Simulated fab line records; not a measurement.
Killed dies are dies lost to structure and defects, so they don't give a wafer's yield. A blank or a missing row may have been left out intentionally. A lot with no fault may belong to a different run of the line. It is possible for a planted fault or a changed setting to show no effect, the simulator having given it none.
8D (eight disciplines) problem report, filled in by code    flow gf180mcu    the parts of the form that need people (team, actions taken, sign-off) are left out

## 1. WHAT IS WRONG
DUAL_GATE_OXIDATION_00_THK at GF_DUAL_GATE_THK_MEAS_03 reads a mean of 9.40 nm on 6 wafers of 2 lots; wafers without a fault read 10.80 nm with a standard deviation of 0.19. Measured from the usual mean, that is -7.4 standard deviations.
First seen on wafer L273.1, day 10 00:32, on filmMetro-01. The record has a number at this step for 36 wafers belonging to 12 lots. Rule for "out" (also "out of limits"): further than 4 standard deviations from the usual mean. The rest of the wafers with a number are treated as sound.

## 2. WHAT IT IS AND WHAT IT IS NOT
question                     is                          is not
which readings at this step  DUAL_GATE_OXIDATION_00_THK  -
which lots                   L273, L275                  L265, L266, L267, L268, L269, L270, L272, L286, L287, L288
which wafers of those lots   all that have a number      -
read on which gauges         filmMetro-01                filmMetro-02, filmMetro-04
when                         from day 10 00:32           up to then (21 sound wafers); but 9 sound wafers of L286, L287, L288 came after

## 3. SUSPECTS, AND WHAT RULES EACH OUT
Counting: a tool stays on the suspect list if, at a process step up to the reading, it processed all lots that are out and no sound lot following the first of them.
- the gauge at GF_DUAL_GATE_THK_MEAS_03: kept. All the wafers that are out were read on filmMetro-01, and no step on other tools shows them out.
- rtpAnneal-01 at GF_VT_IMPLANT_RTA_45 (time 30 s): ruled out as a lasting fault. Sound lots L287, L288 ran on it after its first lot that is out, L273 (day 9 19:31).
- furnace-02 at GF_DUAL_GATE_OXIDATION_02 (stabilise 600 s, purge 300 s, target thk 10.887 nm): ruled out as a lasting fault. Sound lots L286, L287 ran on it after its first lot that is out, L273 (day 9 23:05).
Remaining after the count: filmMetro-01 at GF_DUAL_GATE_THK_MEAS_03.

## 4. THE CAUSE (what the simulator had put in)
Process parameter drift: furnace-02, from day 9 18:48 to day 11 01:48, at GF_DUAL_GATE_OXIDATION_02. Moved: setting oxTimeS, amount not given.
It was ruled out by counting, in error; the rule expects a fault to strike all lots run on its tool from its start on, and this fault did not.

## 5. SEQUENCE OF EFFECTS, ordered by route
One row per reading whose mean, taken over the struck wafers that have a number, lies over 3 standard deviations from the usual. Scope: only readings with a usual standard deviation given in the record; hours: median across lots of the time from each lot's start at the first step in this table that gives one to its start at this step; sigmas: change in usual standard deviations.
hours  step                      reading                     usual     on struck wafers  change  sigmas
0      GF_DUAL_GATE_THK_MEAS_03  DUAL_GATE_OXIDATION_00_THK  10.80 nm  9.40              -1.40   -7.4
Later measuring or inspecting steps at which every struck wafer that the step has a row for has a number for every such reading, and none has moved that far: GF_DUAL_GATE_OVL_MEAS_11.

## 6. HOW IT WOULD HAVE BEEN CAUGHT EARLIER
Counted from the fault's start at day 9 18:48, it took 6 hours until the first out-of-limits reading at a measuring or inspecting step in this record, taken at day 10 00:32.
Of the tool readings at GF_DUAL_GATE_OXIDATION_02 for which the record gives a usual standard deviation, none was out on any struck wafer, so an alarm limit of 4 standard deviations on them would not have fired.
